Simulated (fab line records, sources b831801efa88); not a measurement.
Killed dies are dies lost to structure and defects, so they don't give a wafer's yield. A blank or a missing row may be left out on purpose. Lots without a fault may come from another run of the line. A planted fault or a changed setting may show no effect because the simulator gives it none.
Which tool did it? | flow sky130 | 10 lots, 30 wafers sampled, at 2 steps of a route of 708

WHAT THE GAUGES READ, wafer by wafer
SKY_METAL1_CD_MEAS_15: target cd 140 nm.
lot  | measured     | on        | cd_nm (nm)
L222 | day 34 23:41 | cd_sem-01 | 141.9 140.6 141.8
L223 | day 35 09:37 | cd_sem-02 | 140.4 140.4 140.6
L224 | day 35 11:20 | cd_sem-02 | 139.0 138.6 137.4
L230 | day 37 03:14 | cd_sem-02 | 139.1 137.9 139.6
L231 | day 37 08:45 | cd_sem-02 | 141.5 140.6 142.0
L232 | day 37 19:40 | cd_sem-01 | 139.8 138.1 139.2
L233 | day 37 22:45 | cd_sem-01 | 138.6 138.3 139.0
L236 | day 38 23:16 | cd_sem-02 | 140.7 138.9 140.0
L237 | day 39 03:54 | cd_sem-02 | 140.5 143.1 142.3
L239 | day 39 13:49 | cd_sem-01 | 139.4 137.2 138.2

WHICH TOOL RAN EACH LOT (tool, then ch and the chambers of the sampled wafers, then the start)
lot  | SKY_METAL1_SPUTTER_01
L222 | pvd_sputter-02, day 33 21:27
L223 | pvd_sputter-03, day 34 07:01
L224 | pvd_sputter-02, day 34 09:21
L230 | pvd_sputter-04, day 36 01:25
L231 | pvd_sputter-03, day 36 07:07
L232 | pvd_sputter-02, day 36 17:16
L233 | pvd_sputter-03, day 36 20:43
L236 | pvd_sputter-02, day 37 22:10
L237 | pvd_sputter-04, day 38 02:20
L239 | pvd_sputter-03, day 38 13:17
- SKY_METAL1_SPUTTER_01: material TiN, target thk 20 nm, time 16.7 s.

THE ANSWER, worked out from the rows above alone
Rule: what is usual is taken from the lots themselves. Put in order of their means at a reading, lots are off if they are a third of the lots or fewer, leave a main group of 4 or more, and stand apart from it by a gap of 3 or more times the standard deviation of the main group's means; of several such gaps the widest counts. A main group whose means are all the same, to the digits that the tables above print for the reading, isn't used. A lot without any number at a reading at which 4 lots or more have one is off too. The other lots that the step has rows for count as sound.
No lot is off at any reading shown: from this, nothing can be told.

WHAT THE SIMULATOR HAD PUT IN
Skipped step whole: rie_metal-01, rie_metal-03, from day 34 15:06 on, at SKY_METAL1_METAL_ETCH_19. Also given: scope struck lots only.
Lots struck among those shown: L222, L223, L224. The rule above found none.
